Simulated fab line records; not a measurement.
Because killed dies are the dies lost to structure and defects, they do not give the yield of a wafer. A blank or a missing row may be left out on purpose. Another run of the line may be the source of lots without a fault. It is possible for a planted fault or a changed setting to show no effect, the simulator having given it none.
A lot that was struck, set against a sound lot | flow sky130 | 44 steps out of a route of 708
Sound: these wafers, L876.3, L876.4, L876.6. Struck: wafer L889.5 (left out: L889.3, L889.6 of the same lot, which were not struck); the cause appears at the end.
For every step that has rows: the tool of each side, followed by ch and its chambers, followed by its first start. Under that, the readings that differ: sound wafers | struck wafers | difference of the means | sigmas: that difference in standard deviations of wafers without a fault.
alike: same words and numbers on both sides, and readings whose means sit less than 2 such deviations apart. not compared: any withheld reading, any reading some wafer has no value for, any bound like >300 that may hide the same value, and any number with overlapping values for which the record gives no deviation.
The two part at a step that has a row with sigmas, a row that says differs or no value, or rows on one side only. Non-overlapping numbers with no deviation appear without sigmas and do not part them. A reading that every wafer of one side lacks parts them only if that side has two wafers or more.

first, 2 steps without rows for these wafers: SKY_VIA2_CLEAN_18 (cleans in IPA, time 180 s); SKY_VIA2_CLEAN_19 (cleans in O3/DIW).
SKY_VIA2_SPUTTER_20: material TiN, target thk 20 nm, time 80 s.
  sound on pvd sputter-04, day 36 05:56; struck on pvd sputter-04, day 40 17:35
  alike: cathode dc power W, throttle valve pct
SKY_VIA2_CVD_21: deposits W, target thk 420 nm, time 126.4 s.
  sound on cvd w-02 ch 0,1, day 36 06:02; struck on cvd w-02 ch 0, day 40 17:41
  reading            | sound       | struck | difference | sigmas
  heater power w (W) | 909 831 889 | 749    | -127       | -2
SKY_VIA2_RS_MEAS_22: measures by four-point-probe.
  sound on film metro-03, day 36 06:10; struck on film metro-02, day 40 17:49
  alike: VIA2_W_RS
SKY_VIA2_THK_MEAS_23: measures by xrf.
  sound on film metro-03, day 36 06:16; struck on film metro-02, day 40 17:55
  alike: VIA2_W_THK
then, 1 step without rows for these wafers: SKY_VIA2_CMP_24 (polishes, stops on SiO2, t overpolish 20 s, target thk 0 nm).
SKY_METAL3_SPUTTER_00: material Ti, target thk 15 nm, time 10 s.
  sound on pvd sputter-01, day 36 06:36; struck on pvd sputter-01, day 40 18:15
  alike: cathode dc power W, throttle valve pct
then, 4 steps without rows for these wafers: SKY_METAL3_SPUTTER_01 (material TiN, target thk 20 nm, time 16.7 s); SKY_METAL3_SPUTTER_02 (material AlCu, target thk 735 nm, time 39.1 s); SKY_METAL3_SPUTTER_03 (material Ti, target thk 5 nm, time 3.3 s); SKY_METAL3_SPUTTER_04 (material TiN, target thk 70 nm, time 58.3 s).
SKY_CAPM_CVD_00: deposits SiO2, target thk 15.5 nm.
  sound on pecvd-03 ch 0,1,2, day 36 06:45; struck on pecvd-04 ch 1, day 40 18:25
  reading                               | sound             | struck | difference | sigmas
  model.SiO2_of_CAPM_CVD_00.thk nm (nm) | 15.54 15.77 15.58 | 11.27  | -4.36      |
  alike: heater power w
SKY_CAPM_THK_MEAS_01:
  sound on film metro-03, day 36 06:47; struck on film metro-03, day 40 18:28
  reading              | sound             | struck | difference | sigmas
  CAPM_CVD_00_THK (nm) | 15.52 15.74 15.58 | 11.29  | -4.32      | -21
then, 1 step without rows for these wafers: SKY_CAPM_SPUTTER_02 (material TiN, target thk 200 nm, time 166.7 s).
SKY_CAPM_RS_MEAS_03: measures by four-point-probe.
  sound on film metro-02, day 36 06:59; struck on film metro-04, day 40 18:38
  alike: CAPM_TIN_RS
SKY_CAPM_THK_MEAS_04: measures by xrf.
  sound on film metro-02, day 36 07:05; struck on film metro-04, day 40 18:44
  alike: CAPM_TIN_THK
then, 7 steps without rows for these wafers: SKY_CAPM_DEHYDRATE_05 (time 60 s); SKY_CAPM_HMDS_06 (prime time 60 s); SKY_CAPM_COAT_07 (resist thk 1140 nm); SKY_CAPM_SOFTBAKE_08 (time 60 s); SKY_CAPM_EXPOSE_09 (exposes mask CAPM, target cd 1000 nm); SKY_CAPM_PEB_10; SKY_CAPM_DEVELOP_11 (develop time 60 s).
SKY_CAPM_OVL_MEAS_12:
  sound on overlay-01, day 37 08:34; struck on overlay-02, day 41 18:45
  alike: CAPM_OVL
SKY_CAPM_METAL_ETCH_13: etches TiN in Cl2/BCl3, stops on SiO2, target depth 220 nm, time 62.9 s.
  sound on rie metal-04 ch 0,1, day 37 08:37; struck on rie metal-01 ch 0, day 41 18:50
  alike: chamber pressure mTorr, drypump motor current A, he backside leak sccm, oes product au, throttle valve pct
  not compared: rf hours counter h
then, 12 steps without rows for these wafers: SKY_CAPM_STRIP_14 (strips in O2/N2); SKY_CAPM_STRIP_15 (strips in post etch residue remover, time 1200 s); SKY_CAPM_CLEAN_16 (cleans in IPA, time 180 s); SKY_CAPM_CLEAN_17 (cleans in O3/DIW); SKY_METAL3_DEHYDRATE_05 (time 60 s); SKY_METAL3_HMDS_06 (prime time 60 s); SKY_METAL3_COAT_07 (resist thk 60 nm); SKY_METAL3_COAT_08 (resist thk 1140 nm); SKY_METAL3_SOFTBAKE_09 (time 90 s); SKY_METAL3_EXPOSE_10 (exposes mask MM3, target cd 300 nm); SKY_METAL3_PEB_11; SKY_METAL3_DEVELOP_12 (develop time 60 s).
SKY_METAL3_CD_MEAS_13: target cd 300 nm.
  sound on cd sem-01, day 38 10:56; struck on cd sem-02, day 42 17:56
  alike: cd nm
SKY_METAL3_OVL_MEAS_14:
  sound on overlay-02, day 38 11:02; struck on overlay-02, day 42 18:02
  reading         | sound     | struck | difference | sigmas
  METAL3_OVL (nm) | -1 -8 -10 | 4      | +10        | +2
SKY_METAL3_DESCUM_15: chemistry O2, time 8 s.
  sound on rie metal-02 ch 0,1, day 38 11:04; struck on rie metal-04 ch 0, day 42 18:04
  reading               | sound             | struck | difference | sigmas
  oes product au (a.u.) | 1.008 1.006 1.021 | 0.985  | -0.027     | -3
  alike: chamber pressure mTorr, drypump motor current A, he backside leak sccm
  not compared: rf hours counter h
then, 1 step without rows for these wafers: SKY_METAL3_ETCH_16 (etches BARC in N2/H2, stops on SiO2, time 88.2 s, target depth 60 nm).
SKY_METAL3_ETCH_17: etches SiO2 in C4F8/O2/Ar, stops on TiN, time 3.9 s, target depth 15 nm.
  sound on rie diel-01 ch 0,1,2, day 38 11:11; struck on rie diel-04 ch 1, day 42 18:11
  reading                  | sound             | struck | difference | sigmas
  oes product au (a.u.)    | 0.748 0.760 0.750 | 0.642  | -0.111     | -17
  model.etch.depth nm (nm) | 15.54 15.77 15.58 | 11.27  | -4.36      |
  alike: chamber pressure mTorr
  not compared: rf hours counter h
-- the record jumps here: 6 days lie between the struck wafers' starts before and after (it left off in module METAL3 and takes up again in module PAD_OPEN, whose first step shown is number 708 of the route) --
SKY_PAD_OPEN_PROBE_99:
  sound on prober-01, day 45 16:26; struck on prober-02, day 49 05:28
  reading                               | sound                | struck    | difference | sigmas
  model.etest.tester.sort n pass        | 378 401 399          | 43        | -350       |
  model.etest.tester.sort yield pct (%) | 76.83 81.5 81.1      | 8.74      | -71.07     |
  model.etest.tester.sort_bin_5_pct (%) | 14.63 9.756 12.2     | 84.55     | +72.35     |
  model.etest.cap mim.bv v (V)          | 14.08 14.24 13.96    | 10.24     | -3.85      |
  model.etest.cap mim.leak log10 a cm2  | -9.041 -9.017 -9.095 | -7.52     | +1.53      |
  model.etest.cap mim.c ff um2          | 2.337 2.299 2.305    | 3.231     | +0.917     |
  model.etest.tester.sort_bin_8_pct (%) | 0 0 0                | 4.686e-08 | +4.686e-08 |
  model.etest.tester.sort_bin_4_pct (%) | 0 0 0                | 6.27e-11  | +6.27e-11  |
  alike: defect limited yield, killed_at_M0_to_M3, killed_at_M4_up, killed at contacts, killed at front end, killed at other, killed dies, killed open, killed short

== WHERE THEY PART ==
First at SKY_VIA2_CVD_21; last, within this record, at SKY_METAL3_ETCH_17. Later steps at which nothing parts them and some readings are alike: SKY_PAD_OPEN_PROBE_99.

WHY: the cause the simulator had injected
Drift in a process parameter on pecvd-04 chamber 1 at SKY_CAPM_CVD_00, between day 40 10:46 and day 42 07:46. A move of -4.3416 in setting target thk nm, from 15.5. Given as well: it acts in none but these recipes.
